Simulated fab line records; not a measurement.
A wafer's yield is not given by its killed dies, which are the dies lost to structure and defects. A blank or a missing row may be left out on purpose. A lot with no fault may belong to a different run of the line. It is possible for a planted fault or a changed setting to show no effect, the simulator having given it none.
fab line records / flow sfq_line
record: lots: 6 wafers: 18 last_day: 96
route steps=325 shown M1@62 I1@73
lots that met no fault: from a run of the same line without faults
start_h: start of the lot's first displayed wafer, in hours after the record's first day / wait_h: hours elapsed since this lot's preceding step / " identical to the entry in the row above / L1.1+2: a row that stands for several wafers / - no value present, or no start provided / * or withheld: withheld / < > ~ a bound
route shown NAME@n: names a module that has steps shown in the file, with the first one's number in the route / usual: mean and standard deviation over wafers with no fault / same: alike in all rows / chamber/n: place in a boat / sites: readings site by site / _std_site: how widely they spread, as a standard deviation / _edge_site: inner sites' mean taken away from outer sites' mean / radius_mm: how far each site lies from the wafer's centre / mask NAME#n: copy n / behind: the tool/chamber that last shaped the wafer / hold: what put the lot on hold/how long, in hours/how the hold closed / device: names the non-switching transistor (n, p or np) / end of line: the same wafers' tests at the end of the route / a step with no rows: only its recipe / killed: the dies lost at the first sort to structure and to defects; this is not the yield of the wafer / map: shows each die of a wafer: x if killed, . if not, _ if none is there
set.NAME: the run value of the setting; set.NAME@STEP: its run value at that earlier step / model.NAME: the simulator's own value behind a step, which no gauge read
lots at some steps of the route; a table a step, a row a wafer
services: when a tool's chamber went out of use (start_h, in hours from the record's first day, below 0 if earlier), for how many hours, and the reason
== steps ==
step: SFQ_TRILAYER_M1_LITHO_COAT_044
recipe: resist: BARC spin_rpm: 3000 resist_thk_nm: 61.27
step: SFQ_TRILAYER_M1_LITHO_COAT_039
recipe: resist: KrF spin_rpm: 3000 resist_thk_nm: 600
step: SFQ_TRILAYER_M1_LITHO_SOFTBAKE_043
recipe: temp_c: withheld time_s: withheld resist: KrF
step: SFQ_TRILAYER_M1_LITHO_EXPOSE_040
recipe: mask_id: M1 na: 0.6 source_shape: conventional sigma_outer: 0.65 target_cd_nm: 500 dose_mj: 14.4
step: SFQ_TRILAYER_M1_LITHO_PEB_042
recipe: peb_temp_c: 115 peb_time_s: 60 resist: KrF
step: SFQ_TRILAYER_M1_LITHO_DEVELOP_041
recipe: time_s: 60 resist: KrF
step: SFQ_M1_OVL_MEAS_911
usual: M1_OVL: 1/5
lot.wafer=L841.1 tool=overlay-02 chamber=- start_h=585.48 wait_h=0.1 M1_OVL[nm]=2
lot.wafer=L841.5 tool=overlay-02 chamber=- start_h=585.48 wait_h=0.1 M1_OVL[nm]=-3
lot.wafer=L841.6 tool=overlay-02 chamber=- start_h=585.48 wait_h=0.1 M1_OVL[nm]=4
lot.wafer=L852.3 tool=overlay-01 chamber=- start_h=700.22 wait_h=0.1 M1_OVL[nm]=5
lot.wafer=L852.5 tool=overlay-01 chamber=- start_h=700.22 wait_h=0.1 M1_OVL[nm]=3
lot.wafer=L852.6 tool=overlay-01 chamber=- start_h=700.22 wait_h=0.1 M1_OVL[nm]=1
lot.wafer=L854.2 tool=overlay-01 chamber=- start_h=703.81 wait_h=0.1 M1_OVL[nm]=-6
lot.wafer=L854.3 tool=overlay-01 chamber=- start_h=703.81 wait_h=0.1 M1_OVL[nm]=1
lot.wafer=L854.6 tool=overlay-01 chamber=- start_h=703.81 wait_h=0.1 M1_OVL[nm]=-2
lot.wafer=L858.2 tool=overlay-02 chamber=- start_h=766.94 wait_h=0.1 M1_OVL[nm]=-7
lot.wafer=L858.4 tool=overlay-02 chamber=- start_h=766.94 wait_h=0.1 M1_OVL[nm]=-12
lot.wafer=L858.5 tool=overlay-02 chamber=- start_h=766.94 wait_h=0.1 M1_OVL[nm]=-7
lot.wafer=L860.1 tool=overlay-02 chamber=- start_h=790.79 wait_h=0.1 M1_OVL[nm]=-1
lot.wafer=L860.3 tool=overlay-02 chamber=- start_h=790.79 wait_h=0.1 M1_OVL[nm]=-5
lot.wafer=L860.5 tool=overlay-02 chamber=- start_h=790.79 wait_h=0.1 M1_OVL[nm]=0
lot.wafer=L861.1 tool=overlay-02 chamber=- start_h=799.19 wait_h=0.1 M1_OVL[nm]=-4
lot.wafer=L861.2 tool=overlay-02 chamber=- start_h=799.19 wait_h=0.1 M1_OVL[nm]=-3
lot.wafer=L861.3 tool=overlay-02 chamber=- start_h=799.19 wait_h=0.1 M1_OVL[nm]=-6
step: SFQ_TRILAYER_M1_BARC_OPEN_METAL_ETCH_054
recipe: mask_material: PR chemistry: O2 target_depth_nm: 125 target: BARC icp_w: 600 bias_w: 80 pressure_mtorr: 10 time_s: 41.7
usual: chamber_pressure_mTorr: 10.002/0.0095 drypump_motor_current_A: 5.9/0.32 oes_product_au: 0.682/0.0045
lot.wafer=L841.1 tool=rie_metal-04 chamber=0 start_h=585.51 wait_h=0.0 chamber_pressure_mTorr=9.999 drypump_motor_current_A=5.7 oes_product_au=0.688 rf_hours_counter_h=52
lot.wafer=L841.5 tool=rie_metal-04 chamber=1 start_h=585.51 wait_h=0.0 chamber_pressure_mTorr=10.012 drypump_motor_current_A=6.3 oes_product_au=0.685 rf_hours_counter_h=-
lot.wafer=L841.6 tool=rie_metal-04 chamber=0 start_h=585.51 wait_h=0.0 chamber_pressure_mTorr=9.979 drypump_motor_current_A=5.7 oes_product_au=0.673 rf_hours_counter_h=-
lot.wafer=L852.3 tool=rie_metal-01 chamber=0 start_h=700.26 wait_h=0.0 chamber_pressure_mTorr=10.008 drypump_motor_current_A=5.6 oes_product_au=0.681 rf_hours_counter_h=-
lot.wafer=L852.5 tool=rie_metal-01 chamber=0 start_h=700.26 wait_h=0.0 chamber_pressure_mTorr=9.988 drypump_motor_current_A=5.6 oes_product_au=0.685 rf_hours_counter_h=-
lot.wafer=L852.6 tool=rie_metal-01 chamber=1 start_h=700.26 wait_h=0.0 chamber_pressure_mTorr=10.017 drypump_motor_current_A=5.8 oes_product_au=0.683 rf_hours_counter_h=-
lot.wafer=L854.2 tool=rie_metal-01 chamber=1 start_h=703.84 wait_h=0.0 chamber_pressure_mTorr=9.995 drypump_motor_current_A=5.9 oes_product_au=0.681 rf_hours_counter_h=48
lot.wafer=L854.3 tool=rie_metal-01 chamber=0 start_h=703.84 wait_h=0.0 chamber_pressure_mTorr=9.997 drypump_motor_current_A=5.6 oes_product_au=0.681 rf_hours_counter_h=-
lot.wafer=L854.6 tool=rie_metal-01 chamber=1 start_h=703.84 wait_h=0.0 chamber_pressure_mTorr=9.996 drypump_motor_current_A=5.9 oes_product_au=0.674 rf_hours_counter_h=-
lot.wafer=L858.2 tool=rie_metal-04 chamber=1 start_h=766.99 wait_h=0.0 chamber_pressure_mTorr=10.006 drypump_motor_current_A=6.3 oes_product_au=0.687 rf_hours_counter_h=-
lot.wafer=L858.4 tool=rie_metal-04 chamber=1 start_h=766.99 wait_h=0.0 chamber_pressure_mTorr=10.016 drypump_motor_current_A=6.3 oes_product_au=0.681 rf_hours_counter_h=-
lot.wafer=L858.5 tool=rie_metal-04 chamber=1 start_h=766.99 wait_h=0.0 chamber_pressure_mTorr=10.025 drypump_motor_current_A=6.4 oes_product_au=0.675 rf_hours_counter_h=-
lot.wafer=L860.1 tool=rie_metal-02 chamber=0 start_h=790.83 wait_h=0.0 chamber_pressure_mTorr=10.003 drypump_motor_current_A=5.5 oes_product_au=0.680 rf_hours_counter_h=44
lot.wafer=L860.3 tool=rie_metal-02 chamber=1 start_h=790.83 wait_h=0.0 chamber_pressure_mTorr=9.999 drypump_motor_current_A=6.0 oes_product_au=0.679 rf_hours_counter_h=-
lot.wafer=L860.5 tool=rie_metal-02 chamber=1 start_h=790.83 wait_h=0.0 chamber_pressure_mTorr=10.023 drypump_motor_current_A=6.0 oes_product_au=0.674 rf_hours_counter_h=-
lot.wafer=L861.1 tool=rie_metal-02 chamber=0 start_h=799.23 wait_h=0.0 chamber_pressure_mTorr=9.997 drypump_motor_current_A=5.5 oes_product_au=0.672 rf_hours_counter_h=46
lot.wafer=L861.2 tool=rie_metal-02 chamber=1 start_h=799.23 wait_h=0.0 chamber_pressure_mTorr=10.010 drypump_motor_current_A=6.0 oes_product_au=0.679 rf_hours_counter_h=10
lot.wafer=L861.3 tool=rie_metal-02 chamber=0 start_h=799.23 wait_h=0.0 chamber_pressure_mTorr=9.998 drypump_motor_current_A=5.5 oes_product_au=0.683 rf_hours_counter_h=-
step: SFQ_TRILAYER_M1_ETCH_METAL_ETCH_042
recipe: target: Nb stop_on: SiO2 mask_material: PR chemistry: Cl2/Ar target_depth_nm: 240 icp_w: 600 bias_w: 80 pressure_mtorr: 10 time_s: 120
usual: chamber_pressure_mTorr: 10.000/0.0088 drypump_motor_current_A: 5.9/0.33 oes_product_au: 0.893/0.0065
lot.wafer=L841.1 tool=rie_metal-04 chamber=0 start_h=585.57 wait_h=0.0 chamber_pressure_mTorr=9.990 drypump_motor_current_A=5.7 oes_product_au=0.888 rf_hours_counter_h=52
lot.wafer=L841.5 tool=rie_metal-04 chamber=1 start_h=585.57 wait_h=0.0 chamber_pressure_mTorr=9.988 drypump_motor_current_A=6.4 oes_product_au=0.888 rf_hours_counter_h=-
lot.wafer=L841.6 tool=rie_metal-04 chamber=0 start_h=585.57 wait_h=0.0 chamber_pressure_mTorr=10.001 drypump_motor_current_A=5.7 oes_product_au=0.893 rf_hours_counter_h=-
lot.wafer=L852.3 tool=rie_metal-01 chamber=0 start_h=700.35 wait_h=0.1 chamber_pressure_mTorr=9.991 drypump_motor_current_A=5.7 oes_product_au=0.893 rf_hours_counter_h=-
lot.wafer=L852.5 tool=rie_metal-01 chamber=0 start_h=700.35 wait_h=0.1 chamber_pressure_mTorr=9.994 drypump_motor_current_A=5.7 oes_product_au=0.882 rf_hours_counter_h=-
lot.wafer=L852.6 tool=rie_metal-01 chamber=1 start_h=700.35 wait_h=0.1 chamber_pressure_mTorr=10.006 drypump_motor_current_A=5.9 oes_product_au=0.886 rf_hours_counter_h=-
lot.wafer=L854.2 tool=rie_metal-01 chamber=1 start_h=703.90 wait_h=0.0 chamber_pressure_mTorr=10.005 drypump_motor_current_A=5.8 oes_product_au=0.890 rf_hours_counter_h=48
lot.wafer=L854.3 tool=rie_metal-01 chamber=0 start_h=703.90 wait_h=0.0 chamber_pressure_mTorr=10.005 drypump_motor_current_A=5.6 oes_product_au=0.906 rf_hours_counter_h=-
lot.wafer=L854.6 tool=rie_metal-01 chamber=1 start_h=703.90 wait_h=0.0 chamber_pressure_mTorr=9.997 drypump_motor_current_A=5.9 oes_product_au=0.897 rf_hours_counter_h=-
lot.wafer=L858.2 tool=rie_metal-04 chamber=1 start_h=767.13 wait_h=0.1 chamber_pressure_mTorr=9.998 drypump_motor_current_A=6.4 oes_product_au=0.901 rf_hours_counter_h=-
lot.wafer=L858.4 tool=rie_metal-04 chamber=1 start_h=767.13 wait_h=0.1 chamber_pressure_mTorr=10.007 drypump_motor_current_A=6.4 oes_product_au=0.887 rf_hours_counter_h=-
lot.wafer=L858.5 tool=rie_metal-04 chamber=1 start_h=767.13 wait_h=0.1 chamber_pressure_mTorr=9.996 drypump_motor_current_A=6.4 oes_product_au=0.889 rf_hours_counter_h=-
lot.wafer=L860.1 tool=rie_metal-02 chamber=0 start_h=790.89 wait_h=0.0 chamber_pressure_mTorr=10.006 drypump_motor_current_A=5.5 oes_product_au=0.890 rf_hours_counter_h=44
lot.wafer=L860.3 tool=rie_metal-02 chamber=1 start_h=790.89 wait_h=0.0 chamber_pressure_mTorr=9.991 drypump_motor_current_A=6.0 oes_product_au=0.887 rf_hours_counter_h=-
lot.wafer=L860.5 tool=rie_metal-02 chamber=1 start_h=790.89 wait_h=0.0 chamber_pressure_mTorr=10.003 drypump_motor_current_A=6.0 oes_product_au=0.892 rf_hours_counter_h=-
lot.wafer=L861.1 tool=rie_metal-02 chamber=0 start_h=799.29 wait_h=0.0 chamber_pressure_mTorr=10.005 drypump_motor_current_A=5.5 oes_product_au=0.894 rf_hours_counter_h=46
lot.wafer=L861.2 tool=rie_metal-02 chamber=1 start_h=799.29 wait_h=0.0 chamber_pressure_mTorr=10.018 drypump_motor_current_A=6.0 oes_product_au=0.901 rf_hours_counter_h=11
lot.wafer=L861.3 tool=rie_metal-02 chamber=0 start_h=799.29 wait_h=0.0 chamber_pressure_mTorr=10.002 drypump_motor_current_A=5.5 oes_product_au=0.903 rf_hours_counter_h=-
step: SFQ_TRILAYER_M1_STRIP_STRIP_043
recipe: gas: O2 power_w: 200 platen_temp_c: 40 overash_fraction: 0.65 chemistry: O2 pressure_mtorr: 50
usual: chamber_pressure_mTorr: 50.00/0.046 drypump_motor_current_A: 5.9/0.33 oes_product_au: 0.997/0.0084
same: overash_fraction: 0.65
lot.wafer=L841.1 tool=rie_metal-04 chamber=0 start_h=585.70 wait_h=0.1 chamber_pressure_mTorr=49.95 drypump_motor_current_A=5.7 oes_product_au=0.980 rf_hours_counter_h=52
lot.wafer=L841.5 tool=rie_metal-04 chamber=1 start_h=585.70 wait_h=0.1 chamber_pressure_mTorr=49.96 drypump_motor_current_A=6.4 oes_product_au=0.990 rf_hours_counter_h=-
lot.wafer=L841.6 tool=rie_metal-04 chamber=0 start_h=585.70 wait_h=0.1 chamber_pressure_mTorr=50.04 drypump_motor_current_A=5.7 oes_product_au=0.992 rf_hours_counter_h=-
lot.wafer=L852.3 tool=rie_metal-01 chamber=0 start_h=700.63 wait_h=0.2 chamber_pressure_mTorr=49.95 drypump_motor_current_A=5.6 oes_product_au=0.995 rf_hours_counter_h=-
lot.wafer=L852.5 tool=rie_metal-01 chamber=0 start_h=700.63 wait_h=0.2 chamber_pressure_mTorr=49.95 drypump_motor_current_A=5.6 oes_product_au=1.015 rf_hours_counter_h=-
lot.wafer=L852.6 tool=rie_metal-01 chamber=1 start_h=700.63 wait_h=0.2 chamber_pressure_mTorr=49.96 drypump_motor_current_A=5.9 oes_product_au=1.000 rf_hours_counter_h=-
lot.wafer=L854.2 tool=rie_metal-01 chamber=1 start_h=704.03 wait_h=0.1 chamber_pressure_mTorr=49.98 drypump_motor_current_A=5.9 oes_product_au=1.001 rf_hours_counter_h=48
lot.wafer=L854.3 tool=rie_metal-01 chamber=0 start_h=704.03 wait_h=0.1 chamber_pressure_mTorr=49.96 drypump_motor_current_A=5.6 oes_product_au=1.009 rf_hours_counter_h=-
lot.wafer=L854.6 tool=rie_metal-01 chamber=1 start_h=704.03 wait_h=0.1 chamber_pressure_mTorr=50.00 drypump_motor_current_A=5.9 oes_product_au=0.998 rf_hours_counter_h=-
lot.wafer=L858.2 tool=rie_metal-04 chamber=1 start_h=767.54 wait_h=0.4 chamber_pressure_mTorr=50.06 drypump_motor_current_A=6.4 oes_product_au=0.996 rf_hours_counter_h=-
lot.wafer=L858.4 tool=rie_metal-04 chamber=1 start_h=767.54 wait_h=0.4 chamber_pressure_mTorr=49.98 drypump_motor_current_A=6.4 oes_product_au=0.995 rf_hours_counter_h=-
lot.wafer=L858.5 tool=rie_metal-04 chamber=1 start_h=767.54 wait_h=0.4 chamber_pressure_mTorr=50.06 drypump_motor_current_A=6.4 oes_product_au=1.000 rf_hours_counter_h=-
lot.wafer=L860.1 tool=rie_metal-02 chamber=0 start_h=791.01 wait_h=0.1 chamber_pressure_mTorr=49.95 drypump_motor_current_A=5.5 oes_product_au=1.004 rf_hours_counter_h=44
lot.wafer=L860.3 tool=rie_metal-02 chamber=1 start_h=791.01 wait_h=0.1 chamber_pressure_mTorr=49.91 drypump_motor_current_A=6.0 oes_product_au=0.987 rf_hours_counter_h=-
lot.wafer=L860.5 tool=rie_metal-02 chamber=1 start_h=791.01 wait_h=0.1 chamber_pressure_mTorr=50.03 drypump_motor_current_A=6.0 oes_product_au=0.994 rf_hours_counter_h=-
lot.wafer=L861.1 tool=rie_metal-02 chamber=0 start_h=799.41 wait_h=0.1 chamber_pressure_mTorr=49.95 drypump_motor_current_A=5.4 oes_product_au=1.000 rf_hours_counter_h=46
lot.wafer=L861.2 tool=rie_metal-02 chamber=1 start_h=799.41 wait_h=0.1 chamber_pressure_mTorr=49.93 drypump_motor_current_A=6.0 oes_product_au=0.987 rf_hours_counter_h=11
lot.wafer=L861.3 tool=rie_metal-02 chamber=0 start_h=799.41 wait_h=0.1 chamber_pressure_mTorr=49.99 drypump_motor_current_A=5.5 oes_product_au=1.001 rf_hours_counter_h=-
step: SFQ_TRILAYER_M1_STRIP_SOLV_CLEAN_044
recipe: chemistry: NMP temp_c: 70 time_s: 600
step: SFQ_TRILAYER_I1_DEP_PECVD_045
recipe: material: SiO2 temp_c: 150 time_s: 111.11 pressure_torr: 2.4 rf_w: 183.3 precursor: SiH4/N2O target_thk_nm: 500
usual: heater_power_w: 90/20 run_length_s: 139.2/0.75 showerhead_vpp_V: 827/62 throttle_valve_pct: 24.2/0.78
lot.wafer=L841.1 tool=pecvd-04 chamber=2 start_h=586.47 wait_h=0.0 heater_power_w=81 run_length_s=139.3 showerhead_vpp_V=699 throttle_valve_pct=24.3 model.SiO2_of_TRILAYER_I1_DEP_PECVD_045.thk_nm=498.5
lot.wafer=L841.5 tool=pecvd-04 chamber=0 start_h=586.47 wait_h=0.0 heater_power_w=84 run_length_s=139.1 showerhead_vpp_V=868 throttle_valve_pct=23.5 model.SiO2_of_TRILAYER_I1_DEP_PECVD_045.thk_nm=509
lot.wafer=L841.6 tool=pecvd-04 chamber=1 start_h=586.47 wait_h=0.0 heater_power_w=131 run_length_s=140.2 showerhead_vpp_V=870 throttle_valve_pct=22.6 model.SiO2_of_TRILAYER_I1_DEP_PECVD_045.thk_nm=510.1
lot.wafer=L852.3 tool=pecvd-01 chamber=0 start_h=701.20 wait_h=0.0 heater_power_w=77 run_length_s=164.5 showerhead_vpp_V=825 throttle_valve_pct=24.8 model.SiO2_of_TRILAYER_I1_DEP_PECVD_045.thk_nm=616.1
lot.wafer=L852.5 tool=pecvd-01 chamber=1 start_h=701.20 wait_h=0.0 heater_power_w=89 run_length_s=166.8 showerhead_vpp_V=885 throttle_valve_pct=25.1 model.SiO2_of_TRILAYER_I1_DEP_PECVD_045.thk_nm=630.1
lot.wafer=L852.6 tool=pecvd-01 chamber=0 start_h=701.20 wait_h=0.0 heater_power_w=82 run_length_s=165.3 showerhead_vpp_V=829 throttle_valve_pct=24.9 model.SiO2_of_TRILAYER_I1_DEP_PECVD_045.thk_nm=630.6
lot.wafer=L854.2 tool=pecvd-01 chamber=2 start_h=704.80 wait_h=0.0 heater_power_w=69 run_length_s=165.1 showerhead_vpp_V=833 throttle_valve_pct=24.3 model.SiO2_of_TRILAYER_I1_DEP_PECVD_045.thk_nm=611.4
lot.wafer=L854.3 tool=pecvd-01 chamber=0 start_h=704.80 wait_h=0.0 heater_power_w=92 run_length_s=165.0 showerhead_vpp_V=820 throttle_valve_pct=24.7 model.SiO2_of_TRILAYER_I1_DEP_PECVD_045.thk_nm=618.8
lot.wafer=L854.6 tool=pecvd-01 chamber=2 start_h=704.80 wait_h=0.0 heater_power_w=73 run_length_s=165.1 showerhead_vpp_V=844 throttle_valve_pct=24.4 model.SiO2_of_TRILAYER_I1_DEP_PECVD_045.thk_nm=618.6
lot.wafer=L858.2 tool=pecvd-04 chamber=1 start_h=768.71 wait_h=0.0 heater_power_w=122 run_length_s=140.6 showerhead_vpp_V=878 throttle_valve_pct=22.9 model.SiO2_of_TRILAYER_I1_DEP_PECVD_045.thk_nm=484.6
lot.wafer=L858.4 tool=pecvd-04 chamber=0 start_h=768.71 wait_h=0.0 heater_power_w=82 run_length_s=139.3 showerhead_vpp_V=845 throttle_valve_pct=24.6 model.SiO2_of_TRILAYER_I1_DEP_PECVD_045.thk_nm=499.8
lot.wafer=L858.5 tool=pecvd-04 chamber=1 start_h=768.71 wait_h=0.0 heater_power_w=126 run_length_s=140.1 showerhead_vpp_V=875 throttle_valve_pct=22.8 model.SiO2_of_TRILAYER_I1_DEP_PECVD_045.thk_nm=497.7
lot.wafer=L860.1 tool=pecvd-01 chamber=1 start_h=791.79 wait_h=0.0 heater_power_w=81 run_length_s=139.3 showerhead_vpp_V=881 throttle_valve_pct=25.1 model.SiO2_of_TRILAYER_I1_DEP_PECVD_045.thk_nm=490.9
lot.wafer=L860.3 tool=pecvd-01 chamber=2 start_h=791.79 wait_h=0.0 heater_power_w=73 run_length_s=138.7 showerhead_vpp_V=832 throttle_valve_pct=24.2 model.SiO2_of_TRILAYER_I1_DEP_PECVD_045.thk_nm=485.3
lot.wafer=L860.5 tool=pecvd-01 chamber=1 start_h=791.79 wait_h=0.0 heater_power_w=87 run_length_s=139.2 showerhead_vpp_V=889 throttle_valve_pct=24.6 model.SiO2_of_TRILAYER_I1_DEP_PECVD_045.thk_nm=498
lot.wafer=L861.1 tool=pecvd-04 chamber=1 start_h=800.20 wait_h=0.0 heater_power_w=128 run_length_s=140.1 showerhead_vpp_V=875 throttle_valve_pct=23.0 model.SiO2_of_TRILAYER_I1_DEP_PECVD_045.thk_nm=489.2
lot.wafer=L861.2 tool=pecvd-04 chamber=0 start_h=800.20 wait_h=0.0 heater_power_w=76 run_length_s=139.2 showerhead_vpp_V=849 throttle_valve_pct=24.1 model.SiO2_of_TRILAYER_I1_DEP_PECVD_045.thk_nm=491
lot.wafer=L861.3 tool=pecvd-04 chamber=2 start_h=800.20 wait_h=0.0 heater_power_w=84 run_length_s=139.8 showerhead_vpp_V=709 throttle_valve_pct=24.6 model.SiO2_of_TRILAYER_I1_DEP_PECVD_045.thk_nm=495.2
step: SFQ_TRILAYER_I1_CMP_CMP_046
recipe: material: SiO2 down_force_psi: 3 platen_rpm: 60 pad_velocity_m_s: 0.94248
usual: motor_current_A: 10.1/1.1 time_to_endpoint_s: 213/6.9
lot.wafer=L841.1 tool=cmp-02 chamber=2 start_h=587.55 wait_h=1.0 motor_current_A=11.6 time_to_endpoint_s=214
lot.wafer=L841.5 tool=cmp-02 chamber=0 start_h=588.55 wait_h=2.0 motor_current_A=8.6 time_to_endpoint_s=228
lot.wafer=L841.6 tool=cmp-02 chamber=1 start_h=588.55 wait_h=2.0 motor_current_A=11.7 time_to_endpoint_s=217
lot.wafer=L852.3 tool=cmp-02 chamber=1 start_h=702.78 wait_h=1.5 motor_current_A=11.5 time_to_endpoint_s=282
lot.wafer=L852.6 tool=cmp-02 chamber=2 start_h=702.78 wait_h=1.5 motor_current_A=11.4 time_to_endpoint_s=297
lot.wafer=L852.5 tool=cmp-02 chamber=3 start_h=702.78 wait_h=1.5 motor_current_A=9.6 time_to_endpoint_s=305
lot.wafer=L854.2 tool=cmp-02 chamber=1 start_h=707.78 wait_h=2.9 motor_current_A=11.7 time_to_endpoint_s=281
lot.wafer=L854.3 tool=cmp-02 chamber=2 start_h=707.78 wait_h=2.9 motor_current_A=10.9 time_to_endpoint_s=291
lot.wafer=L854.6 tool=cmp-02 chamber=0 start_h=709.28 wait_h=4.4 motor_current_A=8.5 time_to_endpoint_s=291
lot.wafer=L858.4 tool=cmp-01 chamber=0 start_h=769.20 wait_h=0.4 motor_current_A=9.8 time_to_endpoint_s=213
lot.wafer=L858.2 tool=cmp-01 chamber=3 start_h=770.70 wait_h=1.9 motor_current_A=10.0 time_to_endpoint_s=202
lot.wafer=L858.5 tool=cmp-01 chamber=0 start_h=770.70 wait_h=1.9 motor_current_A=9.7 time_to_endpoint_s=211
lot.wafer=L860.1 tool=cmp-02 chamber=2 start_h=796.88 wait_h=5.1 motor_current_A=11.6 time_to_endpoint_s=212
lot.wafer=L860.3 tool=cmp-02 chamber=1 start_h=798.38 wait_h=6.6 motor_current_A=11.8 time_to_endpoint_s=205
lot.wafer=L860.5 tool=cmp-02 chamber=2 start_h=798.38 wait_h=6.6 motor_current_A=11.4 time_to_endpoint_s=208
lot.wafer=L861.2 tool=cmp-01 chamber=2 start_h=806.88 wait_h=6.6 motor_current_A=10.6 time_to_endpoint_s=209
lot.wafer=L861.3 tool=cmp-01 chamber=0 start_h=807.88 wait_h=7.6 motor_current_A=9.9 time_to_endpoint_s=220
lot.wafer=L861.1 tool=cmp-01 chamber=1 start_h=807.88 wait_h=7.6 motor_current_A=9.2 time_to_endpoint_s=205
step: SFQ_I1_BOW_MEAS_912
recipe: mode: bow
usual: I1_BOW: 1/8.4
lot.wafer=L841.1 tool=film_metro-01 chamber=- start_h=589.55 wait_h=1.5 I1_BOW[um]=-5
lot.wafer=L841.5 tool=film_metro-01 chamber=- start_h=589.55 wait_h=1.5 I1_BOW[um]=5
lot.wafer=L841.6 tool=film_metro-01 chamber=- start_h=589.55 wait_h=1.5 I1_BOW[um]=14
lot.wafer=L852.3 tool=film_metro-03 chamber=- start_h=704.32 wait_h=1.0 I1_BOW[um]=20
lot.wafer=L852.5 tool=film_metro-03 chamber=- start_h=704.32 wait_h=1.0 I1_BOW[um]=15
lot.wafer=L852.6 tool=film_metro-03 chamber=- start_h=704.32 wait_h=1.0 I1_BOW[um]=11
lot.wafer=L854.2 tool=film_metro-03 chamber=- start_h=710.30 wait_h=2.0 I1_BOW[um]=2
lot.wafer=L854.3 tool=film_metro-03 chamber=- start_h=710.30 wait_h=2.0 I1_BOW[um]=3
lot.wafer=L854.6 tool=film_metro-03 chamber=- start_h=710.30 wait_h=2.0 I1_BOW[um]=-5
lot.wafer=L858.2 tool=film_metro-01 chamber=- start_h=772.22 wait_h=1.0 I1_BOW[um]=4
lot.wafer=L858.4 tool=film_metro-01 chamber=- start_h=772.22 wait_h=1.0 I1_BOW[um]=-7
lot.wafer=L858.5 tool=film_metro-01 chamber=- start_h=772.22 wait_h=1.0 I1_BOW[um]=-6
lot.wafer=L860.1 tool=film_metro-03 chamber=- start_h=799.88 wait_h=2.5 I1_BOW[um]=16
lot.wafer=L860.3 tool=film_metro-03 chamber=- start_h=799.88 wait_h=2.5 I1_BOW[um]=15
lot.wafer=L860.5 tool=film_metro-03 chamber=- start_h=799.88 wait_h=2.5 I1_BOW[um]=5
lot.wafer=L861.1 tool=film_metro-01 chamber=- start_h=809.88 wait_h=1.0 I1_BOW[um]=3
lot.wafer=L861.2 tool=film_metro-01 chamber=- start_h=809.88 wait_h=1.0 I1_BOW[um]=-5
lot.wafer=L861.3 tool=film_metro-01 chamber=- start_h=809.88 wait_h=1.0 I1_BOW[um]=3
== services ==
tool=pecvd-04 chamber=- start_h=563.75 hours=14.0 kind=pm
tool=cmp-02 chamber=- start_h=575.15 hours=4.0 kind=pm
tool=cmp-02 chamber=- start_h=579.15 hours=- kind=consumable_replace:conditioner
tool=rie_metal-01 chamber=- start_h=583.15 hours=0.7 kind=repair
tool=pecvd-04 chamber=- start_h=591.83 hours=5.5 kind=pm
tool=cmp-01 chamber=- start_h=594.09 hours=1.9 kind=repair
tool=cmp-01 chamber=- start_h=594.64 hours=0.8 kind=repair
tool=cmp-02 chamber=- start_h=632.84 hours=0.8 kind=repair
tool=cmp-02 chamber=- start_h=658.15 hours=2.6 kind=repair
tool=cmp-02 chamber=- start_h=660.71 hours=6.4 kind=pm
tool=pecvd-04 chamber=- start_h=666.21 hours=0.8 kind=repair
tool=pecvd-01 chamber=- start_h=670.74 hours=6.0 kind=pm
tool=rie_metal-02 chamber=1 start_h=673.53 hours=- kind=clean
tool=rie_metal-02 chamber=1 start_h=673.53 hours=29.5 kind=scheduled_down
tool=rie_metal-02 chamber=1 start_h=673.53 hours=29.5 kind=vent_cycle
tool=cmp-02 chamber=- start_h=687.85 hours=1.1 kind=repair
tool=rie_metal-04 chamber=- start_h=699.33 hours=0.6 kind=repair
tool=rie_metal-02 chamber=- start_h=711.10 hours=28.1 kind=pm
tool=cmp-02 chamber=- start_h=719.28 hours=7.9 kind=pm
tool=cmp-01 chamber=- start_h=745.38 hours=4.0 kind=pm
tool=rie_metal-01 chamber=1 start_h=761.62 hours=24.7 kind=repair
tool=pecvd-01 chamber=2 start_h=764.15 hours=24.8 kind=repair
tool=rie_metal-04 chamber=0 start_h=764.15 hours=5.4 kind=repair
tool=cmp-02 chamber=- start_h=800.58 hours=0.4 kind=repair
== key ==
first_sign: step: SFQ_TRILAYER_I1_DEP_PECVD_045 reading: run_length_s direction: up sigmas: 35 usual: * struck: *
effect: step: SFQ_TRILAYER_I1_CMP_CMP_046 reading: time_to_endpoint_s direction: up sigmas: 11 usual: * struck: *
model_effect: step: SFQ_TRILAYER_I1_DEP_PECVD_045 value: SiO2_of_TRILAYER_I1_DEP_PECVD_045.thk_nm without: 501.2 struck: 620.9
met_at SFQ_TRILAYER_I1_DEP_PECVD_045
struck_wafers L852.3,L852.5,L852.6,L854.2,L854.3,L854.6
fault: kind: process_parameter_drift tool: pecvd-01 chamber: - onset_h: 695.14 steps: SFQ_TRILAYER_I1_DEP_PECVD_045 channel: time_s offset: * shape: step end_h: 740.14 acts_in: * stated: *
